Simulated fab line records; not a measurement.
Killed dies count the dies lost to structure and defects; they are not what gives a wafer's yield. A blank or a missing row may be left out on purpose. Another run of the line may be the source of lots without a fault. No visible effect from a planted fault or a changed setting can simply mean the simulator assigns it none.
A sampling plan put to the test || flow sky130 || 15 faults told of in these records, all on one fab line, each judged by the records of the lots it struck
The plan is the line's own looks: the steps of the route at which a gauge or an inspection reads the wafer and doesn't change it. Where struck wafers have a number at a look and the file lists that look's usual mean and standard deviation on fault-free wafers, the look can be judged. Caught: 4 or more of those standard deviations (sigma) separate the usual mean from the mean of the struck wafers at a look after the fault's first step. On the tool: the fault's steps, tested the same way using the tool's own readings. Caught also covers a different recipe on the struck wafers, or a record left blank for those wafers only.

THE FAULTS, as the simulator had put them in
1. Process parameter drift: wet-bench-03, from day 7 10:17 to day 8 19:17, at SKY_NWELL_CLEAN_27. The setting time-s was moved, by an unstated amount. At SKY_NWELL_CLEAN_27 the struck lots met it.
2. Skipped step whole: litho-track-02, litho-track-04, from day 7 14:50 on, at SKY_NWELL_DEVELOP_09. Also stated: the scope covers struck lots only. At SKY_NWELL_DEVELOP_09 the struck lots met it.
3. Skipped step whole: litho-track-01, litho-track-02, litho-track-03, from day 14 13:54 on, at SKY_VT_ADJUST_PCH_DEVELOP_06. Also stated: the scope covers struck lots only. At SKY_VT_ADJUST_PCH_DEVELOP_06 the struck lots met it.
4. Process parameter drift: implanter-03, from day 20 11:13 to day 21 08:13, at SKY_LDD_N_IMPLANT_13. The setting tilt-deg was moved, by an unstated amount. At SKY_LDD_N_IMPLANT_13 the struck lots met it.
5. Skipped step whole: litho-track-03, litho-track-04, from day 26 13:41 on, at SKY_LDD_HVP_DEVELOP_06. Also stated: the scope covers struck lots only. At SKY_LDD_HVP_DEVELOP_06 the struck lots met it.
6. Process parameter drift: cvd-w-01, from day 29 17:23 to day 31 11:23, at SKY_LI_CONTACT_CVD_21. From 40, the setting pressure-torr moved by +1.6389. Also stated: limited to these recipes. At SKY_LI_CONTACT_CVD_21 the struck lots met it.
7. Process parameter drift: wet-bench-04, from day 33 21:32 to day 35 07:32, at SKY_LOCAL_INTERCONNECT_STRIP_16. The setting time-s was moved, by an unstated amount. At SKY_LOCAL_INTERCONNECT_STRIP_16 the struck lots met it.
8. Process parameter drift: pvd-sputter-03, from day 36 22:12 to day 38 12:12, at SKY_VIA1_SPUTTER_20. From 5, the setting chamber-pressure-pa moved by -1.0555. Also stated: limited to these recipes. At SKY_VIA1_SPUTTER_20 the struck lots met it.
9. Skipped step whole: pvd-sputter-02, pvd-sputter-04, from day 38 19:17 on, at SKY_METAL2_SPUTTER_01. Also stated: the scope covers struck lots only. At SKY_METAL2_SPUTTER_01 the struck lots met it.
10. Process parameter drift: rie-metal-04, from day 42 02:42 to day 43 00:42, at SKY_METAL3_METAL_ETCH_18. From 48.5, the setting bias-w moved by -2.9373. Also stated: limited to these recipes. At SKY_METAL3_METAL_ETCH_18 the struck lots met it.
11. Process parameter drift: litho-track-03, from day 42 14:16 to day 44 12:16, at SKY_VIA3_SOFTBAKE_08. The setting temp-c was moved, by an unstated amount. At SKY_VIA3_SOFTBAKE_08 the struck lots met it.
12. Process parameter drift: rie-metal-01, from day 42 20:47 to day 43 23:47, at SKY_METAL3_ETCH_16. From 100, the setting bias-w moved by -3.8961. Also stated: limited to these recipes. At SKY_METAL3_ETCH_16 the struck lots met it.
13. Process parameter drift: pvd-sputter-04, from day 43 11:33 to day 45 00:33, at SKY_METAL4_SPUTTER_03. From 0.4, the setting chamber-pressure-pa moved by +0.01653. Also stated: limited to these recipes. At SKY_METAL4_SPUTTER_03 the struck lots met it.
14. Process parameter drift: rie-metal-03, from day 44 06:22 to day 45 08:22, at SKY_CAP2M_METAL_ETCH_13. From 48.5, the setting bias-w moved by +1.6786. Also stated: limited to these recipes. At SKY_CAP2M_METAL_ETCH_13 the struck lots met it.
15. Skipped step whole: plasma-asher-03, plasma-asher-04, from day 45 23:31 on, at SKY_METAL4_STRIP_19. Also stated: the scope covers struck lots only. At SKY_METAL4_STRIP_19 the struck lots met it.

WHAT THE PLAN SAW
{"fault": 1, "on the tool itself": "run-length-s -24 sigma", "first look that catches it": "no look after it can be judged", "reading, sigma": "-", "median hours from its first step to that look": "-", "hours from the fault's start to the first struck lot there": "-", "judged looks passed uncaught": 0}
{"fault": 2, "on the tool itself": "the tool's record is blank for the struck wafers", "first look that catches it": "not the one look that can be judged after it", "reading, sigma": "-", "median hours from its first step to that look": "-", "hours from the fault's start to the first struck lot there": "-", "judged looks passed uncaught": 1}
{"fault": 3, "on the tool itself": "the tool's record is blank for the struck wafers", "first look that catches it": "not the one look that can be judged after it", "reading, sigma": "-", "median hours from its first step to that look": "-", "hours from the fault's start to the first struck lot there": "-", "judged looks passed uncaught": 1}
{"fault": 4, "on the tool itself": "tilt-deg -99 or beyond sigma", "first look that catches it": "no look after it can be judged", "reading, sigma": "-", "median hours from its first step to that look": "-", "hours from the fault's start to the first struck lot there": "-", "judged looks passed uncaught": 0}
{"fault": 5, "on the tool itself": "the tool's record is blank for the struck wafers", "first look that catches it": "no look after it can be judged", "reading, sigma": "-", "median hours from its first step to that look": "-", "hours from the fault's start to the first struck lot there": "-", "judged looks passed uncaught": 0}
{"fault": 6, "on the tool itself": "chamber-pressure-Torr +18 sigma", "first look that catches it": "no look after it can be judged", "reading, sigma": "-", "median hours from its first step to that look": "-", "hours from the fault's start to the first struck lot there": "-", "judged looks passed uncaught": 0}
{"fault": 7, "on the tool itself": "run-length-s +66 sigma", "first look that catches it": "not the one look that can be judged after it", "reading, sigma": "-", "median hours from its first step to that look": "-", "hours from the fault's start to the first struck lot there": "-", "judged looks passed uncaught": 1}
{"fault": 8, "on the tool itself": "chamber-pressure-pa -99 or beyond sigma", "first look that catches it": "no look after it can be judged", "reading, sigma": "-", "median hours from its first step to that look": "-", "hours from the fault's start to the first struck lot there": "-", "judged looks passed uncaught": 0}
{"fault": 9, "on the tool itself": "the tool's record is blank for the struck wafers", "first look that catches it": "no look after it can be judged", "reading, sigma": "-", "median hours from its first step to that look": "-", "hours from the fault's start to the first struck lot there": "-", "judged looks passed uncaught": 0}
{"fault": 10, "on the tool itself": "bias-w -20 sigma", "first look that catches it": "none of the 2 looks that can be judged after it", "reading, sigma": "-", "median hours from its first step to that look": "-", "hours from the fault's start to the first struck lot there": "-", "judged looks passed uncaught": 2}
{"fault": 11, "on the tool itself": "plate-temp-C -11 sigma", "first look that catches it": "not the one look that can be judged after it", "reading, sigma": "-", "median hours from its first step to that look": "-", "hours from the fault's start to the first struck lot there": "-", "judged looks passed uncaught": 1}
{"fault": 12, "on the tool itself": "bias-w -12 sigma", "first look that catches it": "no look after it can be judged", "reading, sigma": "-", "median hours from its first step to that look": "-", "hours from the fault's start to the first struck lot there": "-", "judged looks passed uncaught": 0}
{"fault": 13, "on the tool itself": "chamber-pressure-pa +20 sigma", "first look that catches it": "no look after it can be judged", "reading, sigma": "-", "median hours from its first step to that look": "-", "hours from the fault's start to the first struck lot there": "-", "judged looks passed uncaught": 0}
{"fault": 14, "on the tool itself": "bias-w +11 sigma", "first look that catches it": "no look after it can be judged", "reading, sigma": "-", "median hours from its first step to that look": "-", "hours from the fault's start to the first struck lot there": "-", "judged looks passed uncaught": 0}
{"fault": 15, "on the tool itself": "the tool's record is blank for the struck wafers", "first look that catches it": "no look after it can be judged", "reading, sigma": "-", "median hours from its first step to that look": "-", "hours from the fault's start to the first struck lot there": "-", "judged looks passed uncaught": 0}
A dash: the fault is not caught, or the number is missing from these records.

Caught at a look: 0 of 15. Caught on the tool: 15 of 15. By one or the other: 15 of 15.
On the tool alone, faults 1, 2, 3, 4, 5, 6, 7, 8, 9, 10, 11, 12, 13, 14, 15 were caught.
